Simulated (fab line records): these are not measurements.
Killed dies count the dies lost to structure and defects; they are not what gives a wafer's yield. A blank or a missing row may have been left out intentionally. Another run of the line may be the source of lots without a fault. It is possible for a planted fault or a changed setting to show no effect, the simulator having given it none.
Chamber matching ; flow sky130 ; 4 sister chambers for SKY_VIA1_CMP_24 on cmp-02
The step polishes, stops on SiO2, t overpolish 15 s, target thk 0 nm. 30 wafers are shown with their chamber, then 12 later ones without.

## WAFERS, EACH WITH ITS CHAMBER
wafer;chamber;motor_current_A (A);overpolish_run_s (s);time_to_endpoint_s (s)
L075.1;3;10.7;15.001;64.7
L075.4;0;11.1;15.012;66.3
L075.5;3;10.9;14.998;64.2
L076.1;1;13.8;14.999;65.0
L076.4;2;10.5;15.005;68.9
L076.6;1;13.6;14.983;63.5
L077.2;3;10.1;14.998;65.2
L077.3;0;10.5;15.008;66.3
L077.6;1;14.0;14.986;68.0
L079.1;2;9.2;14.993;62.8
L079.3;0;10.4;14.984;63.9
L079.5;1;14.3;14.977;63.6
L080.2;1;14.1;14.989;61.2
L080.5;0;10.7;14.977;64.3
L080.6;3;10.4;14.993;64.8
L081.1;3;10.3;15.005;65.9
L081.2;2;10.1;14.997;64.1
L081.5;2;10.2;15.001;69.4
L082.4;2;10.0;15.004;63.4
L082.5;1;14.2;15.009;60.5
L082.6;2;9.9;14.981;62.7
L084.1;0;10.6;15.007;64.6
L084.2;2;10.5;14.991;68.2
L084.6;3;10.9;14.999;64.2
L083.1;2;10.1;14.989;66.0
L083.3;0;10.4;15.010;63.0
L083.5;2;10.2;15.005;66.0
L088.1;3;10.0;15.005;65.8
L088.3;2;10.8;15.016;62.0
L088.4;0;10.6;15.006;63.2

SIGNATURES, as means of the wafers listed above
reading;chamber 0;chamber 1;chamber 2;chamber 3;scatter within a chamber
motor_current_A;10.614;14.000;10.150;10.471;0.349
overpolish_run_s;15.00057;14.99050;14.99820;14.99986;0.0105
time_to_endpoint_s;64.514;63.633;65.350;64.971;2.13
Rule: for each reading, subtract the chamber's mean from the wafer's reading, divide by that reading's scatter and square the result; add these up over the readings and take the root, which gives the wafer's distance from the chamber. If the next closest chamber is less than 2 further off than the closest, the wafer can't be placed; otherwise it belongs to the closest. The scatter: the root of (the sum of the squares of (reading less its chamber's mean) over the shown wafers, divided by (wafers less chambers)).

## WAFERS MISSING THEIR CHAMBER
wafer;motor_current_A (A);overpolish_run_s (s);time_to_endpoint_s (s)
L090.1;13.4;15.014;63.4
L090.2;10.1;15.003;68.7
L090.6;14.2;14.996;62.7
L091.1;10.2;15.003;65.5
L091.5;10.0;15.001;64.7
L091.6;13.4;15.001;61.9
L094.2;11.5;15.016;64.1
L094.3;10.3;15.005;66.5
L094.5;13.6;15.008;65.9
L096.1;13.5;15.000;65.3
L096.3;10.6;15.020;65.8
L096.4;11.3;15.016;64.7

## WHICH CHAMBER EACH WENT THROUGH
wafer;from the rows above;in truth
L090.1;1;1
L090.2;can't be placed: 2 or 3 or 0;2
L090.6;1;1
L091.1;can't be placed: 2 or 3 or 0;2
L091.5;can't be placed: 2 or 3 or 0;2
L091.6;1;1
L094.2;can't be placed: 0 or 3 or 2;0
L094.3;can't be placed: 2 or 3 or 0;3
L094.5;1;1
L096.1;1;1
L096.3;can't be placed: 0 or 3 or 2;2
L096.4;can't be placed: 0 or 3 or 2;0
Correctly placed: 5 of 12. Unplaceable from these rows: 7, with the true chamber sitting among the candidates in 7. Placed wrongly: 0.
